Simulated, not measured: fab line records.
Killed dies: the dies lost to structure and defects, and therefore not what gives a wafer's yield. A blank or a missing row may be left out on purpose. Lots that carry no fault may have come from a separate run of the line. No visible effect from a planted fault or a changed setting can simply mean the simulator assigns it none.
Chamber matching :: flow gf180mcu :: GF_V2_CMP_26 on cmp-01 has 4 sister chambers
The step polishes, stops on SiO2, t overpolish 15 s, target thk 0 nm. 4 wafers are shown with their chamber, then 12 later ones without.

## WAFERS WITH THEIR CHAMBER
wafer: L090.5
chamber: 3
motor current A (A): 10.2

wafer: L091.1
chamber: 0
motor current A (A): 9.7

wafer: L091.2
chamber: 1
motor current A (A): 10.6

wafer: L091.5
chamber: 2
motor current A (A): 10.0

## WAFERS WITH NO CHAMBER GIVEN
wafer: L091.3
motor current A (A): 10.2

wafer: L091.4
motor current A (A): 10.1

wafer: L091.6
motor current A (A): 11.1

wafer: L092.2
motor current A (A): 9.5

wafer: L092.4
motor current A (A): 10.7

wafer: L092.6
motor current A (A): 10.8

wafer: L094.2
motor current A (A): 11.0

wafer: L094.5
motor current A (A): 11.0

wafer: L094.6
motor current A (A): 10.2

wafer: L096.3
motor current A (A): 10.1

wafer: L096.4
motor current A (A): 10.0

wafer: L096.6
motor current A (A): 9.7

## THE CHAMBER EACH PASSED THROUGH
wafer: L091.3
from the rows above: can't be placed: 3 or 2 or 1
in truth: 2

wafer: L091.4
from the rows above: can't be placed: 2 or 3 or 0 or 1
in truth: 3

wafer: L091.6
from the rows above: can't be placed: 1 or 3
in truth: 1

wafer: L092.2
from the rows above: can't be placed: 0 or 2
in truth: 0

wafer: L092.4
from the rows above: can't be placed: 1 or 3
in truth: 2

wafer: L092.6
from the rows above: can't be placed: 1 or 3
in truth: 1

wafer: L094.2
from the rows above: can't be placed: 1 or 3
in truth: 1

wafer: L094.5
from the rows above: can't be placed: 1 or 3
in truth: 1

wafer: L094.6
from the rows above: can't be placed: 3 or 2 or 1
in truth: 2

wafer: L096.3
from the rows above: can't be placed: 2 or 3 or 0 or 1
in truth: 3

wafer: L096.4
from the rows above: can't be placed: 2 or 3 or 0
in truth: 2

wafer: L096.6
from the rows above: can't be placed: 0 or 2
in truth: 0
Placed correctly: 0 of 12. Can't be placed from these rows: 12 (the true chamber is among the candidates in 11). 0 placed wrongly.
How it was worked out, from the rows above alone: a wafer's distance from a chamber is the root of the sum, over the readings, of the square of ((its reading less the chamber's mean) divided by the reading's scatter). The wafer belongs to the nearest chamber; if the next one is less than 2 further off, it can't be placed. A chamber's mean is the mean of its shown wafers. The scatter: with one shown wafer a chamber, the root of the mean of the squares of how far each hidden wafer lies from its nearest shown one.
